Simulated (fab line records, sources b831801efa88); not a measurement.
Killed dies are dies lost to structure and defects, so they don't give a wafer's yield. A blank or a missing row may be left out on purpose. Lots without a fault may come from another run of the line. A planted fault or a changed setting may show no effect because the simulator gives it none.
A struck lot beside a sound one | flow sky130 | 37 steps out of a route of 708
Sound: wafers L194.3, L194.5, L194.6. Struck: wafers L200.2, L200.3, L200.4. The cause comes at the end.
At each step with rows: each side's tool, then ch and its chambers, then its first start. Under that, the readings that differ: sound wafers | struck wafers | difference of the means | sigmas: that difference in standard deviations of wafers without a fault.
alike: readings whose means differ by less than 2 such deviations, and words and numbers that are the same on both sides. not compared: withheld readings, readings that some wafer has no value for, bounds like >300 that may hide the same value, and numbers for which the record gives no deviation and whose values overlap.
The two part at a step that has a row with sigmas, a row that says differs or no value, or rows on one side only. Numbers that don't overlap but have no deviation are shown without sigmas and don't part them. A reading that every wafer of one side lacks parts them only if that side has two wafers or more.

first, 9 steps without rows for these wafers: SKY_VIA2_SPUTTER_20 (material TiN, target thk 20 nm, time 80 s); SKY_VIA2_CVD_21 (deposits W, target thk 420 nm, time 126.4 s); SKY_VIA2_CMP_24 (polishes, stops on SiO2, t overpolish 20 s, target thk 0 nm); SKY_METAL3_SPUTTER_00 (material Ti, target thk 15 nm, time 10 s); SKY_METAL3_SPUTTER_01 (material TiN, target thk 20 nm, time 16.7 s); SKY_METAL3_SPUTTER_02 (material AlCu, target thk 735 nm, time 39.1 s); SKY_METAL3_SPUTTER_03 (material Ti, target thk 5 nm, time 3.3 s); SKY_METAL3_SPUTTER_04 (material TiN, target thk 70 nm, time 58.3 s); SKY_CAPM_CVD_00 (deposits SiO2, target thk 15.5 nm).
SKY_CAPM_SPUTTER_02: material TiN, target thk 200 nm, time 166.7 s.
  sound on pvd_sputter-02, day 38 22:08; struck on pvd_sputter-02, day 40 14:53
  reading                                  | sound           | struck            | difference | sigmas
  model.TiN_of_CAPM_SPUTTER_02.thk_nm (nm) | 197.8 196 196.8 | 142.9 146.7 147.3 | -51.2      |
  alike: cathode_dc_power_W, susceptor_temp_C, throttle_valve_pct
SKY_CAPM_RS_MEAS_03: measures by four-point-probe.
  sound on film_metro-03, day 38 22:17; struck on film_metro-03, day 40 15:19
  reading              | sound          | struck         | difference | sigmas
  CAPM_TIN_RS (ohm/sq) | 7.00 7.07 7.04 | 9.75 9.50 9.47 | +2.54      | +29
  not compared: hold
SKY_CAPM_THK_MEAS_04: measures by xrf.
  sound on film_metro-03, day 38 22:23; struck on film_metro-03, day 40 20:21
  reading           | sound             | struck            | difference | sigmas
  CAPM_TIN_THK (nm) | 197.2 194.4 195.6 | 142.0 145.7 146.1 | -51.1      | -18
  not compared: hold
then, 6 steps without rows for these wafers: SKY_CAPM_HMDS_06 (prime time 60 s); SKY_CAPM_COAT_07 (resist thk 1140 nm); SKY_CAPM_SOFTBAKE_08 (time 60 s); SKY_CAPM_EXPOSE_09 (exposes mask CAPM, target cd 1000 nm); SKY_CAPM_PEB_10; SKY_CAPM_DEVELOP_11 (develop time 60 s).
SKY_CAPM_METAL_ETCH_13: etches TiN in Cl2/BCl3, stops on SiO2, target depth 220 nm, time 62.9 s.
  sound on rie_metal-01 ch 0,1, day 39 22:06; struck on rie_metal-03 ch 0,1, day 41 15:46
  reading                | sound                | struck               | difference | sigmas
  oes_product_au (a.u.)  | 0.935 0.926 0.930    | 0.783 0.795 0.792    | -0.140     | -16
  throttle_valve_pct (%) | 21.908 21.919 21.914 | 22.005 21.995 21.991 | +0.083     | +9
  alike: bcl3_flow_sccm, drypump_motor_current_A
  not compared: rf_hours_counter_h
then, 16 steps without rows for these wafers: SKY_CAPM_STRIP_14 (strips in O2/N2); SKY_CAPM_STRIP_15 (strips in post etch residue remover, time 1200 s); SKY_CAPM_CLEAN_16 (cleans in IPA, time 180 s); SKY_CAPM_CLEAN_17 (cleans in O3/DIW); SKY_METAL3_DEHYDRATE_05 (time 60 s); SKY_METAL3_HMDS_06 (prime time 60 s); SKY_METAL3_COAT_07 (resist thk 60 nm); SKY_METAL3_COAT_08 (resist thk 1140 nm); SKY_METAL3_SOFTBAKE_09 (time 90 s); SKY_METAL3_EXPOSE_10 (exposes mask MM3, target cd 300 nm); SKY_METAL3_PEB_11; SKY_METAL3_DEVELOP_12 (develop time 60 s); SKY_METAL3_DESCUM_15 (chemistry O2, time 8 s); SKY_METAL3_ETCH_16 (etches BARC in N2/H2, stops on SiO2, time 88.2 s, target depth 60 nm); SKY_METAL3_ETCH_17 (etches SiO2 in C4F8/O2/Ar, stops on TiN, time 3.9 s, target depth 15 nm); SKY_METAL3_METAL_ETCH_18 (etches the open film in Cl2/BCl3, stops on SiO2, target depth 845 nm, time 183.1 s).
SKY_METAL3_STRIP_20: strips in post etch residue remover, time 1200 s.
  sound on wet_bench-02 ch 0, day 40 23:26; struck on wet_bench-02 ch 2, day 42 17:13
  reading                                  | sound         | struck            | difference | sigmas
  model.TiN_of_CAPM_SPUTTER_02.thk_nm (nm) | 197 195.1 196 | 142.1 145.9 146.4 | -51.2      |
  alike: bath_guard_temp_C
-- the record jumps here: 6 days lie between the struck wafers' starts before and after (it left off in module METAL3 and takes up again in module PAD_OPEN, whose first step shown is number 708 of the route) --
SKY_PAD_OPEN_PROBE_99:
  sound on prober-02, day 47 20:58; struck on prober-02, day 49 03:15
  reading                              | sound                | struck              | difference | sigmas
  model.etest.cap_mim.plate_ohm_sq     | 6.088 6.134 6.103    | 8.515 8.182 8.214   | +2.195     |
  model.etest.cap_mim.bv_v (V)         | 13.63 14.44 14.06    | 12.34 11.9 12.51    | -1.79      |
  model.etest.cap_mim.leak_log10_a_cm2 | -8.835 -8.907 -8.836 | -8.193 -8.277 -8.37 | +0.579     |
  alike: defect_limited_yield, killed_at_M0_to_M3, killed_at_M4_up, killed_at_contacts, killed_at_front_end, killed_at_other, killed_dies, killed_open, killed_short, sort_bin_3_pad_short, sort_bin_5_function, sort_bin_6_memory, sort_n_pass, sort_yield_pct

WHERE THEY PART
First at SKY_CAPM_RS_MEAS_03; last, within this record, at SKY_CAPM_METAL_ETCH_13. Later steps at which nothing parts them and some readings are alike: SKY_METAL3_STRIP_20, SKY_PAD_OPEN_PROBE_99.

WHY: what the simulator had put in
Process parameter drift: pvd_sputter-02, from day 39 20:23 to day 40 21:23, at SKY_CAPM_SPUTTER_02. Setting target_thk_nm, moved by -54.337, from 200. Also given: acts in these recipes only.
